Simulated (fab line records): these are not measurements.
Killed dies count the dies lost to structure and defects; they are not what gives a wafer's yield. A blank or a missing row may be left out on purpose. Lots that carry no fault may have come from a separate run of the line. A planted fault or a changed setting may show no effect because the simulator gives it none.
A lot that was struck, set against a sound lot | flow gf180mcu | 14 steps out of a route of 602
Sound: wafers L690.1, L690.2, L690.3. Struck: wafer L708.3 (L708.2, L708.5, from the same lot, were not struck and are left out); the cause is given at the end.
Order at every step that has rows: each side's tool, ch and its chambers, its first start. Under that, the readings that differ: sound wafers | struck wafers | difference of the means | sigmas: that difference in standard deviations of wafers without a fault.
alike: readings whose means differ by less than 2 such deviations, and words and numbers that are the same on both sides. not compared: withheld readings, readings that some wafer has no value for, bounds like >300 that may hide the same value, and numbers for which the record gives no deviation and whose values overlap.
The two part at a step that has a row with sigmas, a row that says differs or no value, or rows on one side only. Non-overlapping numbers with no deviation appear without sigmas and do not part them. A reading that every wafer of one side lacks parts them only if that side has two wafers or more.

first, 3 steps without rows for these wafers: GF_V2_EXPOSE_11 (exposes mask Via2, target cd 260 nm); GF_V2_PEB_12 (peb time 90 s); GF_V2_DEVELOP_13 (develop time 60 s).
GF_V2_CD_MEAS_14: the cd target is 260 nm.
  struck on cd sem-01, day 27 01:44; sound on cd sem-02, day 21 07:41
  alike: cd nm
GF_V2_OVL_MEAS_15:
  struck on overlay-02, day 27 01:50; sound on overlay-02, day 21 07:48
  reading     | sound   | struck | difference | sigmas
  V2_OVL (nm) | 10 7 11 | -5     | -14        | -2
GF_V2_ETCH_16: etches BARC in N2/H2.
  sound on rie diel-01 ch 0,2,3, day 21 07:50; struck on rie diel-03 ch 2, day 27 01:52
  reading                     | sound          | struck | difference | sigmas
  drypump motor current A (A) | 6.07 5.75 5.76 | 5.27   | -0.59      | -2
  alike: oes product au, throttle valve pct
GF_V2_ETCH_17: etches SiO2 in C4F8/O2/Ar, stops on TiN, target depth 630 nm.
  sound on rie diel-01 ch 0,2,3; struck on rie diel-03 ch 2
  alike: oes product au
GF_V2_STRIP_18: strips in O2/N2.
  sound on plasma asher-03 ch 0,1, day 21 07:58; struck on plasma asher-02 ch 1, day 27 01:59
  alike: drypump motor current A, heater power w, oes product au
  not compared: rf hours counter h
then, 2 steps without rows for these wafers: GF_V2_STRIP_19 (strips in post etch residue remover, time 1200 s); GF_V2_CLEAN_20 (cleans in DIW).
GF_V2_SPUTTER_21: material Ti, target thk 15 nm, time 80.02 s.
  struck on pvd sputter-03, day 27 02:37; sound on pvd sputter-01, day 21 08:37
  alike: throttle valve pct
GF_V2_SPUTTER_22: material TiN, target thk 10 nm, time 40 s.
  struck on pvd sputter-03, day 27 02:41; sound on pvd sputter-01, day 21 08:40
  alike: throttle valve pct
GF_V2_CVD_23: deposits W, target thk 350 nm, time 104.94 s.
  sound on cvd w-01 ch 0,1, day 21 08:43; struck on cvd w-02 ch 1, day 27 02:43
  reading                          | sound             | struck | difference | sigmas
  model.W_of_V2_CVD_23.thk nm (nm) | 349.4 350.7 350.9 | 361.2  | +10.9      |
  alike: heater power outer w, heater power w
GF_V2_RS_MEAS_24: a four-point-probe measurement.
  struck on film metro-02, day 27 02:51; sound on film metro-03, day 21 08:49
  reading          | sound             | struck | difference | sigmas
  V2_W_RS (ohm/sq) | 0.328 0.328 0.328 | 0.316  | -0.012     | -2

== WHERE THEY PART ==
At GF_V2_OVL_MEAS_15 first; at GF_V2_RS_MEAS_24 last (within this record only).

WHY: whatever the simulator had introduced
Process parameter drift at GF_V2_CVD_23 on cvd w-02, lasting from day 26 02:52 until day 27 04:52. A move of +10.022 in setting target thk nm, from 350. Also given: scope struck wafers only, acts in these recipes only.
